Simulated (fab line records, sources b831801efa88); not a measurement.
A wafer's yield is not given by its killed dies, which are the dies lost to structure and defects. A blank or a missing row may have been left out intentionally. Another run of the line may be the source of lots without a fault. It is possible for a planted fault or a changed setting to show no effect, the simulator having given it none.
fab line records -- flow gf180mcu
[record] lots = 13, wafers = 38, lastDay = 34
route steps=602 shown VT_IMPLANT@107 SAB@265
lots untouched by any fault: they come from a run of this same line in which no faults occurred
startH: hours from the record's first day to the start of the lot's first wafer shown -- waitH: time in hours since the lot's previous step -- " as in the row above -- L1.1+2: a single row standing in for several wafers -- - no value, or no start was given -- * or withheld: withheld -- < > ~ a bound
route shown NAME@n: names a module that has steps shown in the file, with the first one's number in the route -- usual: mean/standard deviation of fault-free wafers -- same: alike in all rows -- chamber/n: place in a boat -- sites: the reading at each site -- _std_site: standard deviation of those values -- _edge_site: outer sites' mean less inner sites' -- radiusMm: for every site, how far away it sits from the centre of the wafer -- mask NAME#n: copy n -- behind: the last tool/chamber to shape the wafer -- hold: what put the lot on hold/how long, in hours/how the hold closed -- device: the transistor (n, p or np) that didn't switch -- end of line: at the end of the route, the tests of the same wafers -- step lacking rows: just its recipe -- killed: the dies lost at the first sort to structure and to defects; this is not the yield of the wafer -- map: the dies of a wafer, with x for killed, . for not killed, _ for no die there
set.NAME: setting as actually run; set.NAME@STEP: the setting as run at that earlier step -- model.NAME: the simulator's own value behind a step, which no gauge read
steps of the route over a sample of lots; a table a step, a row a wafer
[[steps]]
[step GF_VT_IMPLANT_DEVELOP_17]
[recipe] developTimeS = 60, devTempC = 23
lot.wafer,tool,chamber,startH,waitH
L442.3+4+5,lithoTrack-01,0,125.18,0.1
L443.1+3+6,lithoTrack-02,0,131.25,0.1
L444.2+3+4,lithoTrack-02,0,139.88,0.1
L445.2+3+5,lithoTrack-01,0,145.71,0.1
L446.1+2+6,lithoTrack-04,0,149.64,0.1
L447.3+5+6,lithoTrack-01,0,160.43,0.1
L448.3+4+5,lithoTrack-01,0,164.93,0.1
L449.2+3+5,lithoTrack-02,0,171.83,0.1
L452.4+6,lithoTrack-02,0,189.88,0.1
L453.2+4+5,lithoTrack-01,0,195.21,0.1
L462.2+5+6,lithoTrack-01,0,252.61,0.1
L463.1+3+5,lithoTrack-04,0,255.79,0.1
L464.1+2+6,lithoTrack-04,0,265.34,0.1
[step GF_VT_IMPLANT_TW_MEAS_21]
[usual] VT_IMPLANT_2_TW = 1217/15
lot.wafer,tool,chamber,startH,waitH,hold,VT_IMPLANT_2_TW
L442.3,filmMetro-02,-,125.59,0.1,-,1207
L442.4,filmMetro-02,-,125.59,0.1,-,1214
L442.5,filmMetro-02,-,125.59,0.1,-,1205
L443.1,filmMetro-02,-,131.69,0.1,-,1220
L443.3,filmMetro-02,-,131.69,0.1,-,1208
L443.6,filmMetro-02,-,131.69,0.1,-,1211
L444.2,filmMetro-02,-,140.30,0.1,-,1213
L444.3,filmMetro-02,-,140.30,0.1,-,1209
L444.4,filmMetro-02,-,140.30,0.1,-,1207
L445.2,filmMetro-02,-,146.13,0.1,-,1204
L445.3,filmMetro-02,-,146.13,0.1,-,1204
L445.5,filmMetro-02,-,146.13,0.1,-,1207
L446.1,filmMetro-04,-,150.08,0.1,-,1213
L446.2,filmMetro-04,-,150.08,0.1,-,1212
L446.6,filmMetro-04,-,150.08,0.1,-,1206
L447.3,filmMetro-02,-,160.84,0.1,-,1205
L447.5,filmMetro-02,-,160.84,0.1,-,1210
L447.6,filmMetro-02,-,160.84,0.1,-,1200
L448.3,filmMetro-03,-,165.34,0.1,-,1231
L448.4,filmMetro-03,-,165.34,0.1,-,1232
L448.5,filmMetro-03,-,165.34,0.1,-,1231
L449.2,filmMetro-03,-,172.25,0.1,-,1236
L449.3,filmMetro-03,-,172.25,0.1,-,1236
L449.5,filmMetro-03,-,172.25,0.1,-,1240
L452.4,filmMetro-02,-,190.27,0.1,awaitDispo/0.2h/release,31
L452.6,filmMetro-02,-,190.27,0.1,awaitDispo/0.2h/release,1205
L452.4,filmMetro-02,-,190.49,0.2,-,30
L452.6,filmMetro-02,-,190.49,0.2,-,1206
L453.2,filmMetro-04,-,195.63,0.1,-,1208
L453.4,filmMetro-04,-,195.63,0.1,-,1212
L453.5,filmMetro-04,-,195.63,0.1,-,1209
L462.2,filmMetro-04,-,253.03,0.1,-,1212
L462.5,filmMetro-04,-,253.03,0.1,-,1211
L462.6,filmMetro-04,-,253.03,0.1,-,1209
L463.1,filmMetro-03,-,256.23,0.1,-,1246
L463.3,filmMetro-03,-,256.23,0.1,-,1246
L463.5,filmMetro-03,-,256.23,0.1,-,1249
L464.1,filmMetro-02,-,265.78,0.1,-,1201
L464.2,filmMetro-02,-,265.78,0.1,-,1212
L464.6,filmMetro-02,-,265.78,0.1,-,1209
[step GF_VT_IMPLANT_OVL_MEAS_29]
[usual] VT_IMPLANT_02_OVL = -0.5/1.2
lot.wafer,tool,chamber,startH,waitH,VT_IMPLANT_02_OVL[nm]
L442.3,overlay-01,-,140.31,0.1,-0.1
L442.4,overlay-01,-,140.31,0.1,0.7
L442.5,overlay-01,-,140.31,0.1,-0.3
L443.1,overlay-02,-,147.00,0.1,-0.4
L443.3,overlay-02,-,147.00,0.1,1.2
L443.6,overlay-02,-,147.00,0.1,1.4
L444.2,overlay-02,-,155.80,0.1,0.3
L444.3,overlay-02,-,155.80,0.1,0.7
L444.4,overlay-02,-,155.80,0.1,-0.2
L445.2,overlay-01,-,161.76,0.1,-1.4
L445.3,overlay-01,-,161.76,0.1,1.9
L445.5,overlay-01,-,161.76,0.1,0.3
L446.1,overlay-02,-,166.04,0.1,0.2
L446.2,overlay-02,-,166.04,0.1,0.2
L446.6,overlay-02,-,166.04,0.1,0.6
L447.3,overlay-01,-,177.01,0.1,0.3
L447.5,overlay-01,-,177.01,0.1,-0.4
L447.6,overlay-01,-,177.01,0.1,0.5
L448.3,overlay-01,-,180.79,0.1,-1.6
L448.4,overlay-01,-,180.79,0.1,1.8
L448.5,overlay-01,-,180.79,0.1,-2.3
L449.2,overlay-02,-,188.54,0.1,-0.3
L449.3,overlay-02,-,188.54,0.1,-0.4
L449.5,overlay-02,-,188.54,0.1,0.6
L452.4,overlay-02,-,206.82,0.1,-1.4
L452.6,overlay-02,-,206.82,0.1,-0.4
L453.2,overlay-01,-,212.36,0.1,1.4
L453.4,overlay-01,-,212.36,0.1,0.0
L453.5,overlay-01,-,212.36,0.1,0.7
L462.2,overlay-02,-,271.45,0.1,-3.3
L462.5,overlay-02,-,271.45,0.1,-2.9
L462.6,overlay-02,-,271.45,0.1,-2.6
L463.1,overlay-02,-,275.78,0.1,-0.5
L463.3,overlay-02,-,275.78,0.1,-0.4
L463.5,overlay-02,-,275.78,0.1,-1.8
L464.1,overlay-01,-,284.95,0.1,-0.7
L464.2,overlay-01,-,284.95,0.1,-1.6
L464.6,overlay-01,-,284.95,0.1,-1.0
[step GF_SAB_THK_MEAS_01]
[recipe] reads = SiO2_of_SAB_CVD_00
[usual] SAB_CVD_00_THK = 50.0/0.74
lot.wafer,tool,chamber,startH,waitH,SAB_CVD_00_THK[nm]
L442.3,filmMetro-02,-,320.77,0.0,49.6
L442.4,filmMetro-02,-,320.77,0.0,50.0
L442.5,filmMetro-02,-,320.77,0.0,50.5
L443.1,filmMetro-02,-,326.79,0.0,49.2
L443.3,filmMetro-02,-,326.79,0.0,48.8
L443.6,filmMetro-02,-,326.79,0.0,49.8
L444.2,filmMetro-02,-,336.94,0.0,50.1
L444.3,filmMetro-02,-,336.94,0.0,49.7
L444.4,filmMetro-02,-,336.94,0.0,50.4
L445.2,filmMetro-01,-,348.39,0.0,49.9
L445.3,filmMetro-01,-,348.39,0.0,49.6
L445.5,filmMetro-01,-,348.39,0.0,50.0
L446.1,filmMetro-02,-,353.13,0.0,49.3
L446.2,filmMetro-02,-,353.13,0.0,48.9
L446.6,filmMetro-02,-,353.13,0.0,50.1
L447.3,filmMetro-02,-,365.29,0.0,49.9
L447.5,filmMetro-02,-,365.29,0.0,50.3
L447.6,filmMetro-02,-,365.29,0.0,50.8
L448.3,filmMetro-02,-,375.20,0.0,48.9
L448.4,filmMetro-02,-,375.20,0.0,48.3
L448.5,filmMetro-02,-,375.20,0.0,49.2
L449.2,filmMetro-02,-,382.27,0.0,48.6
L449.3,filmMetro-02,-,382.27,0.0,47.9
L449.5,filmMetro-02,-,382.27,0.0,49.1
L452.6,filmMetro-03,-,408.18,0.1,50.0
L453.2,filmMetro-01,-,412.67,0.0,49.5
L453.4,filmMetro-01,-,412.67,0.0,51.1
L453.5,filmMetro-01,-,412.67,0.0,50.7
L462.2,filmMetro-01,-,485.39,0.0,49.5
L462.5,filmMetro-01,-,485.39,0.0,49.7
L462.6,filmMetro-01,-,485.39,0.0,50.7
L463.1,filmMetro-02,-,493.30,0.0,49.6
L463.3,filmMetro-02,-,493.30,0.0,50.4
L463.5,filmMetro-02,-,493.30,0.0,50.9
L464.1,filmMetro-02,-,507.23,0.0,50.1
L464.2,filmMetro-02,-,507.23,0.0,49.4
L464.6,filmMetro-02,-,507.23,0.0,50.7
[step GF_SAB_OVL_MEAS_10]
[usual] SAB_OVL = 0.5/1.3
lot.wafer,tool,chamber,startH,waitH,SAB_OVL[nm]
L442.3,overlay-02,-,341.93,0.1,2.6
L442.4,overlay-02,-,341.93,0.1,0.5
L442.5,overlay-02,-,341.93,0.1,2.0
L443.1,overlay-02,-,348.12,0.1,1.2
L443.3,overlay-02,-,348.12,0.1,0.3
L443.6,overlay-02,-,348.12,0.1,0.8
L444.2,overlay-01,-,358.82,0.1,-0.1
L444.3,overlay-01,-,358.82,0.1,-0.4
L444.4,overlay-01,-,358.82,0.1,0.5
L445.2,overlay-02,-,369.90,0.1,-0.1
L445.3,overlay-02,-,369.90,0.1,-0.5
L445.5,overlay-02,-,369.90,0.1,1.0
L446.1,overlay-02,-,375.34,0.1,0.2
L446.2,overlay-02,-,375.34,0.1,0.8
L446.6,overlay-02,-,375.34,0.1,0.3
L447.3,overlay-01,-,388.17,0.1,0.2
L447.5,overlay-01,-,388.17,0.1,-0.8
L447.6,overlay-01,-,388.17,0.1,0.1
L448.3,overlay-02,-,398.61,0.1,0.1
L448.4,overlay-02,-,398.61,0.1,0.8
L448.5,overlay-02,-,398.61,0.1,0.1
L449.2,overlay-02,-,404.79,0.1,1.5
L449.3,overlay-02,-,404.79,0.1,2.1
L449.5,overlay-02,-,404.79,0.1,2.9
L452.6,overlay-02,-,431.93,0.0,1.5
L453.2,overlay-01,-,437.17,0.1,1.6
L453.4,overlay-01,-,437.17,0.1,1.3
L453.5,overlay-01,-,437.17,0.1,-0.2
L462.2,overlay-01,-,508.95,0.1,-0.2
L462.5,overlay-01,-,508.95,0.1,0.3
L462.6,overlay-01,-,508.95,0.1,-0.3
L463.1,overlay-01,-,516.51,0.1,-0.7
L463.3,overlay-01,-,516.51,0.1,0.3
L463.5,overlay-01,-,516.51,0.1,-0.4
L464.1,overlay-02,-,530.99,0.1,-1.9
L464.2,overlay-02,-,530.99,0.1,-0.1
L464.6,overlay-02,-,530.99,0.1,-0.4
[[key]]
[firstSign] step = GF_VT_IMPLANT_TW_MEAS_21, reading = visit, direction = added
[effect] step = GF_VT_IMPLANT_TW_MEAS_21, reading = VT_IMPLANT_2_TW, direction = down, sigmas = 81, usual = 1217, struck = 31
metAt GF_VT_IMPLANT_DEVELOP_17
struckLots L452
struckWafers L452.4
laterRowsLeftOut L452.4
sortLeftOut L452.4
testerLeftOut L452
notActingAt GF_VT_IMPLANT_OVL_MEAS_29,GF_SAB_THK_MEAS_01,GF_SAB_OVL_MEAS_10
onsetBetween 171.83 189.88
[fault] kind = processParameterDrift, tool = lithoTrack-02, chamber = -, onsetH = 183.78, steps = GF_VT_IMPLANT_DEVELOP_17, channel = developTimeS, offset = *, shape = step, endH = 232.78, scope = struckWafersOnly, actsIn = *, stated = *
// testerLeftOut: of these lots the tester's yield and bins aren't shown, on N5 and GAA mostly nor the transistor test; their killed dies are dies lost to structure and defects alone, not to doping, threshold or leakage, so they don't give the yield
// sortLeftOut: the simulated sort isn't trusted on such a fault, so these wafers' sort isn't shown, and their yield isn't known
// laterRowsLeftOut: the simulator's readings of these wafers behind a module that went badly wrong aren't trusted and aren't shown, but for the sort
